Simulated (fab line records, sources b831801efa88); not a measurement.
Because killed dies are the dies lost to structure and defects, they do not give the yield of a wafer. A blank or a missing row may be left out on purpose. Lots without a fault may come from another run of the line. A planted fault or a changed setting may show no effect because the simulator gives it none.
Lot-split experiment	flow sky130	route with 708 steps; 5 lots, 23 wafers read

THE SPLIT
At SKY_VT_ADJUST_LVTN_COAT_13 (resist thk 1140 nm), the setting resist-thk-nm was moved away from the recipe's 1140 nm on 6 of the 23 wafers read, by -5.4% to -4.7%. This setting was run at the recipe's value on the other wafers.

The reading is taken at the split's own step.

THE READING
NOVOLAK_of_VT_ADJUST_LVTN_COAT_13.thk-nm (the simulator's own value, which no gauge read), in nm, at SKY_VT_ADJUST_LVTN_COAT_13 (resist thk 1140 nm). The file gives no usual value for it. The 17 wafers here that ran the recipe average 1140 nm, standard deviation 3.5 nm.

wafer	tool, chamber at the split	resist-thk-nm as run, nm	against the recipe	NOVOLAK_of_VT_ADJUST_LVTN_COAT_13.thk-nm, nm	against lot-mates on the recipe
L074.1	litho-track-02, 0	1140	recipe	1141	-
L074.5	litho-track-02, 0	1140	recipe	1141	-
L074.2	litho-track-02, 0	1140	recipe	1140	-
L074.6	litho-track-02, 0	1140	recipe	1140	-
L074.4	litho-track-02, 0	1140	recipe	1139	-
L078.1	litho-track-04, 0	1079	-5.4%	1074	-62
L078.2	litho-track-04, 0	1140	recipe	1135	-
L078.3	litho-track-04, 0	1079	-5.4%	1075	-61
L078.5	litho-track-04, 0	1079	-5.4%	1075	-61
L078.6	litho-track-04, 0	1140	recipe	1137	-
L079.1	litho-track-02, 0	1140	recipe	1135	-
L079.4	litho-track-02, 0	1140	recipe	1135	-
L079.5	litho-track-02, 0	1140	recipe	1135	-
L080.1	litho-track-04, 0	1086	-4.7%	1090	-55
L080.2	litho-track-04, 0	1086	-4.7%	1086	-59
L080.4	litho-track-04, 0	1086	-4.7%	1091	-54
L080.5	litho-track-04, 0	1140	recipe	1146	-
L080.6	litho-track-04, 0	1140	recipe	1144	-
L082.2	litho-track-02, 0	1140	recipe	1144	-
L082.3	litho-track-02, 0	1140	recipe	1140	-
L082.4	litho-track-02, 0	1140	recipe	1141	-
L082.5	litho-track-02, 0	1140	recipe	1145	-
L082.6	litho-track-02, 0	1140	recipe	1137	-

FIT RESULTS
A straight line over all 23 wafers: NOVOLAK_of_VT_ADJUST_LVTN_COAT_13.thk-nm changes by +11.5 nm for each +1% of resist-thk-nm; r = +0.99; the points scatter about the line by 3.8 nm.
The same after taking each lot's own level away (the mean of its wafers on the recipe; 23 wafers): +11.6 nm for each +1%; r = +1.00; scatter 1.8 nm.
On that fit, the largest move of resist-thk-nm shifts the reading by 62 nm.
The span of the lots' own levels, 1135.0 to 1145.0 nm, comes to 2.8 times the standard deviation stated above.
The two slopes agree, so the slope changes little with the lot-to-lot level.
Check: for one of the wafers moved furthest among these (-5.4%), held out of the fit, the line's prediction against its lot-mates is -62.2 nm. Against them it came out at -62 nm.

OTHER SPLITS ON THESE WAFERS
Note: prior to the reading, these wafers also went through further splits. Each is held against what the fit with the lots' levels taken away leaves over:
other split on the same wafers	wafers away from the commonest value	r with NOVOLAK_of_VT_ADJUST_LVTN_COAT_13.thk-nm (lot level and that fit taken away)
SKY_FIELD_ISO_CVD_03 time-s	15	-0.17
SKY_FIELD_ISO_ETCH_15 time-s	10	+0.29
SKY_DNWELL_COAT_02 spin-rpm	10	-0.34
SKY_PWDE_COAT_02 resist-thk-nm	7	-0.30
SKY_NWELL_COAT_18 resist-thk-nm	11	-0.21
SKY_NWELL_IMPLANT_24 dose-cm2	9	+0.33
SKY_VT_ADJUST_HVTP_IMPLANT_09 energy-kev	7	+0.22

THE WHOLE CHAIN: every reading that the file lists as answering this split, in the file's order
step	what it does	reading	change (the file's fit)	r (the file's)
SKY_VT_ADJUST_LVTN_COAT_13	resist thk 1140 nm	NOVOLAK_of_VT_ADJUST_LVTN_COAT_13.thk-nm (the simulator's own value, which no gauge read)	+11.6 nm for each +1% of the setting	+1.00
SKY_VT_ADJUST_LVTN_STRIP_20	strips in O2/N2	strip-time-to-endpoint-s	withheld for each +1% of the setting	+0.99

FILE'S OWN FIT
NOVOLAK_of_VT_ADJUST_LVTN_COAT_13.thk-nm changes by +11.6 nm for each +1% of resist-thk-nm, r = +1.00.
